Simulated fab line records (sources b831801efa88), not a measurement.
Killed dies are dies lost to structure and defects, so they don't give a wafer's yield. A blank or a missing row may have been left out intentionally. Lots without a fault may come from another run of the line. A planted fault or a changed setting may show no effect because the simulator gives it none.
Matching of chambers | flow gf180mcu | pecvd-01 running GF_V4_CVD_02: 3 sister chambers
The step deposits SiO2 from TEOS, target thk 850 nm, time 94.851 s. 24 wafers are shown with their chamber, then 12 later ones without.

WAFERS PAIRED WITH THEIR CHAMBERS
wafer  | chamber | heaterPowerW (W)
L078.1 | 1       | 641
L078.2 | 2       | 756
L078.3 | 0       | 731
L078.4 | 0       | 595
L078.5 | 2       | 605
L078.6 | 1       | 685
L082.1 | 1       | 659
L082.5 | 0       | 735
L082.6 | 2       | 678
L083.2 | 2       | 684
L083.3 | 1       | 786
L083.6 | 2       | 711
L084.2 | 1       | 664
L084.4 | 2       | 729
L084.6 | 1       | 725
L085.1 | 0       | 712
L085.2 | 2       | 697
L085.3 | 1       | 734
L085.4 | 2       | 734
L085.5 | 0       | 762
L085.6 | 1       | 751
L088.2 | 0       | 667
L088.4 | 0       | 742
L088.6 | 1       | 795

SIGNATURES (averages over the wafers above)
reading      | chamber 0 | chamber 1 | chamber 2 | scatter within a chamber
heaterPowerW | 706.29    | 715.56    | 699.25    | 53.5
Rule: for each reading, subtract the chamber's mean from the wafer's reading, divide by that reading's scatter and square the result; add these up over the readings and take the root, which gives the wafer's distance from the chamber. The wafer belongs to the nearest chamber; if the next one is less than 2 further off, it can't be placed. The scatter is the square root of a quotient: the sum, over the shown wafers, of each reading's squared deviation from its chamber's mean, divided by wafers minus chambers.

WAFERS MISSING THEIR CHAMBER
wafer  | heaterPowerW (W)
L093.1 | 656
L093.2 | 656
L093.3 | 704
L093.4 | 722
L093.5 | 726
L093.6 | 664
L095.1 | 701
L095.3 | 718
L095.4 | 577
L097.2 | 649
L097.3 | 738
L097.6 | 708

CHAMBER TAKEN BY EACH
wafer  | from the rows above          | in truth
L093.1 | can't be placed: 2 or 0 or 1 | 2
L093.2 | can't be placed: 2 or 0 or 1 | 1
L093.3 | can't be placed: 0 or 2 or 1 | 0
L093.4 | can't be placed: 1 or 0 or 2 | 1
L093.5 | can't be placed: 1 or 0 or 2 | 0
L093.6 | can't be placed: 2 or 0 or 1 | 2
L095.1 | can't be placed: 2 or 0 or 1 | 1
L095.3 | can't be placed: 1 or 0 or 2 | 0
L095.4 | can't be placed: 2 or 0 or 1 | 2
L097.2 | can't be placed: 2 or 0 or 1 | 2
L097.3 | can't be placed: 1 or 0 or 2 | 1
L097.6 | can't be placed: 0 or 1 or 2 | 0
0 of 12 placed correctly. Not placeable from these rows: 12 (in 12, the candidates include the true chamber). Placed wrongly: 0.
